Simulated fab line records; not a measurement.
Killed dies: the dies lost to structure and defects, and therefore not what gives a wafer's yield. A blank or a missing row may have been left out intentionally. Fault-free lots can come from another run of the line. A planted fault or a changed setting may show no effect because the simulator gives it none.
The tool behind it: which one? | flow sky130 | 15 lots with 42 wafers sampled at 4 steps, on a route of 708 steps

== WHAT THE GAUGES READ, wafer by wafer ==
SKY_LOCAL_INTERCONNECT_CD_MEAS_11 targets a cd of 170 nm. Usual: 170.1 nm for cdNm, sd 1.7.
lot  | measured     | on       | cdNm (nm)         | flag
L798 | day 29 21:57 | cdSem-02 | 168.3 168.3 168.1 | 
L799 | day 30 19:30 | cdSem-01 | 170.9 170.1 168.7 | 
L800 | day 30 20:45 | cdSem-01 | 170.7 170.8 170.8 | 
L801 | day 31 20:35 | cdSem-01 | 169.7 168.8 170.5 | 
L802 | day 32 01:49 | cdSem-02 | 171.6 171.8 171.4 | 
L805 | day 32 19:58 | cdSem-01 | 172.4 172.0 172.8 | 
L803 | day 32 22:03 | cdSem-01 | 168.6 168.4 170.7 | 
L806 | day 33 09:01 | cdSem-01 | 169.8 169.1 170.1 | 
L811 | day 34 16:47 | cdSem-01 | 170.9 170.5       | 
L812 | day 34 22:37 | cdSem-01 | 169.1 169.3       | 
L816 | day 36 00:38 | cdSem-01 | 172.5 172.0       | 
L817 | day 36 16:55 | cdSem-02 | 170.1 169.5 169.6 | 
L818 | day 36 22:23 | cdSem-02 | 168.0 167.5 168.7 | 
L819 | day 37 04:08 | cdSem-02 | 172.8 171.8 171.8 | 
L820 | day 37 12:36 | cdSem-01 | 167.8 169.3 169.2 | 

SKY_LOCAL_INTERCONNECT_OVL_MEAS_12. Usual: LOCAL_INTERCONNECT_OVL gives 2 nm (standard deviation 4.6).
lot  | measured     | on         | LOCAL_INTERCONNECT_OVL (nm) | flag
L798 | day 29 22:03 | overlay-01 | -7 5 7                      | 
L799 | day 30 19:37 | overlay-01 | 4 -1 6                      | 
L800 | day 30 20:52 | overlay-02 | 4 6 3                       | 
L801 | day 31 20:41 | overlay-02 | 6 6 -1                      | 
L802 | day 32 01:55 | overlay-01 | 4 2 1                       | 
L805 | day 32 20:04 | overlay-01 | 0 0 -1                      | 
L803 | day 32 22:10 | overlay-01 | 6 1 -3                      | 
L806 | day 33 09:07 | overlay-01 | 1 0 -3                      | 
L811 | day 34 16:50 | overlay-02 | -3 1                        | 
L812 | day 34 22:43 | overlay-02 | 7 14                        | 
L816 | day 36 00:44 | overlay-01 | 4 2                         | 
L817 | day 36 17:01 | overlay-01 | 11 1 -3                     | 
L818 | day 36 22:29 | overlay-02 | 7 7 4                       | 
L819 | day 37 04:15 | overlay-01 | -1 -2 1                     | 
L820 | day 37 12:42 | overlay-02 | 1 7 6                       | 

== WHAT TOOL EACH LOT RAN ON (gives the tool, then ch and the chambers of the sampled wafers, and finally the start) ==
lot  | SKY_LI_CONTACT_CMP_24         | SKY_LOCAL_INTERCONNECT_COAT_05
L798 | cmp-02 ch 0,1,3, day 28 16:51 | lithoTrack-02 ch 0, day 29 06:59
L799 | cmp-02 ch 0,1, day 29 15:52   | lithoTrack-02 ch 0, day 30 06:10
L800 | cmp-02 ch 0,2,3, day 29 16:36 | lithoTrack-01 ch 0, day 30 06:57
L801 | cmp-02 ch 2,3, day 30 16:05   | lithoTrack-02 ch 0, day 31 06:07
L802 | cmp-02 ch 1,2, day 30 22:58   | lithoTrack-02 ch 0, day 31 12:47
L805 | cmp-02 ch 1,3, day 31 16:26   | lithoTrack-04 ch 0, day 32 05:41
L803 | cmp-01 ch 0,1,3, day 31 19:00 | lithoTrack-01 ch 0, day 32 08:15
L806 | cmp-01 ch 0,2,3, day 32 05:30 | lithoTrack-01 ch 0, day 32 19:42
L811 | cmp-02 ch 1,2, day 33 12:51   | lithoTrack-04 ch 0, day 34 02:53
L812 | cmp-02 ch 1, day 33 19:19     | lithoTrack-04 ch 0, day 34 08:53
L816 | cmp-01 ch 0,3, day 34 22:27   | lithoTrack-04 ch 0, day 35 11:54
L817 | cmp-02 ch 1,2,3, day 35 14:27 | lithoTrack-02 ch 0, day 36 03:44
L818 | cmp-01 ch 0,1, day 35 20:34   | lithoTrack-02 ch 0, day 36 10:10
L819 | cmp-02 ch 0,2,3, day 36 01:17 | lithoTrack-01 ch 0, day 36 14:48
L820 | cmp-02 ch 0,2,3, day 36 10:54 | lithoTrack-01 ch 0, day 36 23:28
- SKY_LI_CONTACT_CMP_24: polishes, stops on PSG, t overpolish 20 s, target thk 0 nm.
- SKY_LOCAL_INTERCONNECT_COAT_05: resist thk 60 nm.

== AS READ BY THE TOOLS THEMSELVES (means over the sampled wafers that have a number; for cases with no such wafer, the mark the record gives instead) ==
SKY_LI_CONTACT_CMP_24. Usual: motorCurrentA 11.2 A, standard deviation 1.1; overpolishRunS 19.999 s, standard deviation 0.009; retainingRingPressureFrac 1.000, standard deviation 0.0049; timeToEndpointS 94 s, standard deviation 4.2.
lot  | tool   | motorCurrentA (A) | overpolishRunS (s) | retainingRingPressureFrac | timeToEndpointS (s) | flag
L798 | cmp-02 | 10.9              | 19.995             | 1.005                     | 93                  | 
L799 | cmp-02 | 9.4               | 20.000             | 1.008                     | 93                  | 
L800 | cmp-02 | 11.2              | 19.998             | 1.006                     | 92                  | 
L801 | cmp-02 | 12.7              | 19.998             | 1.000                     | 90                  | 
L802 | cmp-02 | 10.6              | 20.003             | 0.996                     | 90                  | 
L805 | cmp-02 | 10.5              | 20.002             | 0.999                     | 93                  | 
L803 | cmp-01 | 12.2              | 19.997             | 1.003                     | 96                  | 
L806 | cmp-01 | 12.2              | 20.001             | 1.003                     | 99                  | 
L811 | cmp-02 | 10.3              | 19.993             | 0.999                     | 94                  | 
L812 | cmp-02 | 9.8               | 19.998             | 1.000                     | 94                  | 
L816 | cmp-01 | 12.3              | 19.993             | 1.000                     | 96                  | 
L817 | cmp-02 | 10.8              | 20.011             | 1.001                     | 90                  | 
L818 | cmp-01 | 11.4              | 20.001             | 1.001                     | 91                  | 
L819 | cmp-02 | 10.9              | 19.990             | 0.998                     | 96                  | 
L820 | cmp-02 | 11.4              | 19.996             | 0.999                     | 89                  | 

== THE ANSWER, worked out from the rows above alone ==
Rule: a lot counts as off when the mean over its wafers that have a number is more than 3 standard deviations away from the usual mean. A lot without any number at a reading at which 4 lots or more have one is off too. All remaining lots with rows at the step are treated as sound. Order of review: gauges by route order, followed by the tools' own readings, for which a lot's mean as printed above is used. The first step at which some lot is off is used, and at that step the reading that is off furthest; a lot without a number counts as furthest.
Nothing can be told from this: no lot is off at any reading shown.

== WHAT HAD BEEN PUT IN BY THE SIMULATOR ==
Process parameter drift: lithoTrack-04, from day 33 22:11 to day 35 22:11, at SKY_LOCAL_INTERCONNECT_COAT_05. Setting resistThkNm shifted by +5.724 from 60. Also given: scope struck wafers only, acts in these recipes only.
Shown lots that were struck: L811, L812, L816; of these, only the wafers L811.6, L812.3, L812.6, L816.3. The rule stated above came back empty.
